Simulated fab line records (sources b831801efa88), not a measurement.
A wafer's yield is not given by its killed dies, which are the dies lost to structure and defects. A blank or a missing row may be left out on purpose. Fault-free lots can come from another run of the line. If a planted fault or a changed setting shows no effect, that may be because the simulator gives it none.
A struck lot beside a sound one	flow sky130	16 steps out of a route of 708
Sound: these wafers, L941.1, L941.2, L941.3. Struck: wafers L950.3, L950.4. (L950.2 of the same lot was not struck and is left out.) The cause comes at the end.
At each step with rows: each side's tool, then ch and its chambers, then its first start. Under that, the readings that differ: sound wafers	struck wafers	difference of the means	sigmas: that difference in standard deviations of wafers without a fault.
alike: same words and numbers on both sides, and readings whose means sit less than 2 such deviations apart. not compared: any withheld reading, any reading some wafer has no value for, any bound like >300 that may hide the same value, and any number with overlapping values for which the record gives no deviation.
A row with sigmas, a row that says differs or no value, or rows on one side alone: a step with any of these is where the two part. Numbers that have no deviation but don't overlap get no sigmas and don't part them. A reading missing from all wafers of one side parts the sides only when that side holds two or more wafers.

SKY_VIA2_CMP_02: polishes SiO2.
  sound on cmp-02 ch 0,2,3, day 38 14:14; struck on cmp-01 ch 0,2, day 40 10:27
  alike: motorCurrentA, slurryFilterDpKPa
SKY_VIA2_BOW_MEAS_03:
  sound on filmMetro-04, day 38 14:32; struck on filmMetro-04, day 40 10:46
  alike: VIA2_BOW
then, 8 steps without rows for these wafers: SKY_VIA2_DEHYDRATE_04 (time 60 s); SKY_VIA2_HMDS_05 (prime time 60 s); SKY_VIA2_COAT_06 (resist thk 60 nm); SKY_VIA2_COAT_07 (resist thk 450 nm); SKY_VIA2_SOFTBAKE_08 (time 90 s); SKY_VIA2_EXPOSE_09 (exposes mask VIM2, target cd 200 nm); SKY_VIA2_PEB_10; SKY_VIA2_DEVELOP_11 (develop time 60 s).
SKY_VIA2_CD_MEAS_12 targets a cd of 200 nm.
  sound on cdSem-02, day 39 14:28; struck on cdSem-02, day 41 10:35
  alike: cdNm
SKY_VIA2_OVL_MEAS_13:
  sound on overlay-01, day 39 14:35; struck on overlay-01, day 41 10:41
  alike: VIA2_OVL
SKY_VIA2_ETCH_14: etches BARC in N2/H2, stops on SiO2, time 45.9 s, target depth 60 nm.
  sound on rieDiel-02 ch 0,1,3, day 39 14:37; struck on rieDiel-02 ch 0,1, day 41 10:43
reading	sound	struck	difference	sigmas
biasW (W)	100.6 99.6 100.4	- -	no value on the struck wafers	
oesProductAu (a.u.)	0.846 0.868 0.853	0.998 0.994	+0.140	+29
rfHoursCounterH (h)	12 12 4	14 14	+5	
runLengthS (s)	73.5 73.9 75.1	63.6 63.5	-10.6	-19
throttleValvePct (%)	13.230 13.211 13.231	13.244 13.244	+0.020	+2
model.KrF-thick_of_VIA2_COAT_07.thkNm (nm)	392.4 394.1 394.4	404.2 403.5	+10.2	
  alike: drypumpMotorCurrentA
SKY_VIA2_ETCH_15: etches SiO2 in C4F8/O2/Ar, stops on TiN, target depth 546 nm, time 84 s.
  sound on rieDiel-02 ch 0,1,3, day 39 14:40; struck on rieDiel-02 ch 0,1, day 41 10:46
reading	sound	struck	difference	sigmas
oesProductAu (a.u.)	0.933 0.943 0.946	0.633 0.634	-0.307	-67
rfHoursCounterH (h)	12 12 4	14 14	+5	
model.KrF-thick_of_VIA2_COAT_07.thkNm (nm)	284.2 285.3 286	295.2 293.1	+9.0	
  alike: biasW, runLengthS
SKY_VIA2_STRIP_16: strips in O2/N2.
  sound on plasmaAsher-02 ch 0,1, day 39 14:44; struck on plasmaAsher-02 ch 0,1, day 41 10:50
reading	sound	struck	difference	sigmas
stripTimeToEndpointS (s)	4.050 4.059 4.077	4.172 4.142	+0.095	+5
  alike: drypumpMotorCurrentA, oesProductAu
  not compared: rfHoursCounterH
then, 1 step without rows for these wafers: SKY_VIA2_STRIP_17 (strips in post etch residue remover, time 1200 s).

== WHERE THEY PART ==
Earliest at SKY_VIA2_ETCH_14; latest, in this record, at SKY_VIA2_STRIP_16.

WHY: what the simulator had put in
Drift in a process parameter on rieDiel-02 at SKY_VIA2_ETCH_14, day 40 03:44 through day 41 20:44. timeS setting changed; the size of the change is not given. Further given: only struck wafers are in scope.
